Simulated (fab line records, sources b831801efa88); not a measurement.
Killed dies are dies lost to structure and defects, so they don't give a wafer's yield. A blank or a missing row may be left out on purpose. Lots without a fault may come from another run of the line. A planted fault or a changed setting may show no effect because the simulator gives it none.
A struck lot beside a sound one | flow sky130 | 35 steps out of a route of 708
Sound: wafers L744.2, L744.4, L744.6. Struck: wafers L756.2, L756.4, L756.6. The cause comes at the end.
At each step with rows: each side's tool, then ch and its chambers, then its first start. Under that, the readings that differ: sound wafers | struck wafers | difference of the means | sigmas: that difference in standard deviations of wafers without a fault.
alike: readings whose means differ by less than 2 such deviations, and words and numbers that are the same on both sides. not compared: withheld readings, readings that some wafer has no value for, bounds like >300 that may hide the same value, and numbers for which the record gives no deviation and whose values overlap.
The two part at a step that has a row with sigmas, a row that says differs or no value, or rows on one side only. Numbers that don't overlap but have no deviation are shown without sigmas and don't part them. A reading that every wafer of one side lacks parts them only if that side has two wafers or more.

first, 10 steps without rows for these wafers: SKY_POLY_CUT_ETCH_10 (etches BARC in N2/H2, stops on SiO2, time 45.9 s, target depth 60 nm); SKY_POLY_CUT_ETCH_11 (etches Si3N4 in CF4/CH2F2/Ar, stops on poly-Si, time 41.59 s, target depth 60 nm); SKY_POLY_CUT_STRIP_12 (strips in O2/N2); SKY_SD_P_DEHYDRATE_00 (time 60 s); SKY_SD_P_HMDS_01 (prime time 60 s); SKY_SD_P_COAT_02 (resist thk 1140 nm); SKY_SD_P_SOFTBAKE_03 (time 60 s); SKY_SD_P_EXPOSE_04 (exposes mask PSDM, target cd 380 nm); SKY_SD_P_PEB_05; SKY_SD_P_DEVELOP_06 (develop time 60 s).
SKY_SD_P_IMPLANT_09:
  sound on implanter-04 ch 0, day 27 05:01; struck on implanter-04 ch 0, day 31 14:57
  reading       | sound                         | struck                        | difference | sigmas
  beam_on_s (s) | 14.2 14.8 14.0                | 17.3 17.6 17.2                | +3.0       | +4
  dose_ions_cm2 | 2.992e+15 2.995e+15 2.994e+15 | 3.686e+15 3.679e+15 3.682e+15 | +6.887e+14 | +99 or more
SKY_SD_P_STRIP_10: strips in O2/N2.
  sound on plasma_asher-02 ch 0,1, day 27 05:09; struck on plasma_asher-04 ch 0,1, day 31 15:04
  reading                      | sound             | struck            | difference | sigmas
  oes_product_au (a.u.)        | 0.627 0.624 0.626 | 0.605 0.608 0.605 | -0.020     | -4
  strip_time_to_endpoint_s (s) | 17.55 17.54 17.49 | 17.94 17.85 17.88 | +0.36      | +8
  alike: drypump_motor_current_A
  not compared: rf_hours_counter_h
then, 21 steps without rows for these wafers: SKY_RES_XHIGH_DEHYDRATE_00 (time 60 s); SKY_RES_XHIGH_HMDS_01 (prime time 60 s); SKY_RES_XHIGH_COAT_02 (resist thk 1140 nm); SKY_RES_XHIGH_SOFTBAKE_03 (time 60 s); SKY_RES_XHIGH_EXPOSE_04 (exposes mask URPM, target cd 1270 nm); SKY_RES_XHIGH_PEB_05; SKY_RES_XHIGH_DEVELOP_06 (develop time 60 s); SKY_RES_XHIGH_IMPLANT_07; SKY_RES_XHIGH_STRIP_08 (strips in O2/N2); SKY_SD_N_DEHYDRATE_00 (time 60 s); SKY_SD_N_HMDS_01 (prime time 60 s); SKY_SD_N_COAT_02 (resist thk 1140 nm); SKY_SD_N_SOFTBAKE_03 (time 60 s); SKY_SD_N_EXPOSE_04 (exposes mask NSDM, target cd 380 nm); SKY_SD_N_PEB_05; SKY_SD_N_DEVELOP_06 (develop time 60 s); SKY_SD_N_IMPLANT_09; SKY_SD_N_IMPLANT_10; SKY_SD_N_STRIP_11 (strips in O2/N2); SKY_SD_N_CLEAN_13 (cleans in SC1/SC2, time 150 s); SKY_SD_N_RTA_14 (time 2 s).
-- the record jumps here: 2 days lie between the struck wafers' starts before and after --
SKY_SD_N_RS_MEAS_17: measures by four-point-probe.
  sound on film_metro-02, day 29 15:14; struck on film_metro-04, day 33 22:14
  reading          | sound             | struck            | difference | sigmas
  SD_P_RS (ohm/sq) | 148.0 147.8 147.6 | 144.7 145.5 145.5 | -2.6       | -7
-- the record jumps here: 16 days lie between the struck wafers' starts before and after (it left off in module SD_N and takes up again in module PAD_OPEN, whose first step shown is number 708 of the route) --
SKY_PAD_OPEN_PROBE_99:
  sound on prober-02, day 47 06:07; struck on prober-01, day 50 05:01
  reading                             | sound             | struck            | difference | sigmas
  model.etest.res_high_po.line_ohm_um | 749.7 751.1 739.1 | 657 671.5 669.4   | -81        |
  model.etest.licon_high_po.rc_ohm    | 345.4 350.6 357.2 | 282.8 286.4 284.4 | -66.5      |
  model.etest.res_pdiff.line_ohm_um   | 1379 1393 1421    | 1247 1310 1278    | -119       |
  model.etest.licon_pdiff.rc_ohm      | 597.3 590.5 572.7 | 557.5 509 549     | -48.3      |
  model.etest.res_high_po.rs_ohm_sq   | 260.5 262.1 259.7 | 227.2 235.8 233.6 | -28.6      |
  model.etest.res_pdiff_hv.rs_ohm_sq  | 194.4 193.8 194.1 | 180.1 181.2 177.7 | -14.4      |
  model.etest.res_pdiff.rs_ohm_sq     | 200.1 201 199.2   | 186.2 189.1 186   | -13.0      |
  alike: killed_at_M0_to_M3, killed_at_M4_up, killed_at_contacts, killed_at_front_end, killed_dies, killed_open, killed_short

WHERE THEY PART
First at SKY_SD_P_IMPLANT_09; last, within this record, at SKY_SD_N_RS_MEAS_17. Later steps at which nothing parts them and some readings are alike: SKY_PAD_OPEN_PROBE_99.

WHY: what the simulator had put in
Process parameter drift: implanter-04, from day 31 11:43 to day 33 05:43, at SKY_SD_P_IMPLANT_09. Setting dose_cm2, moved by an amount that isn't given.
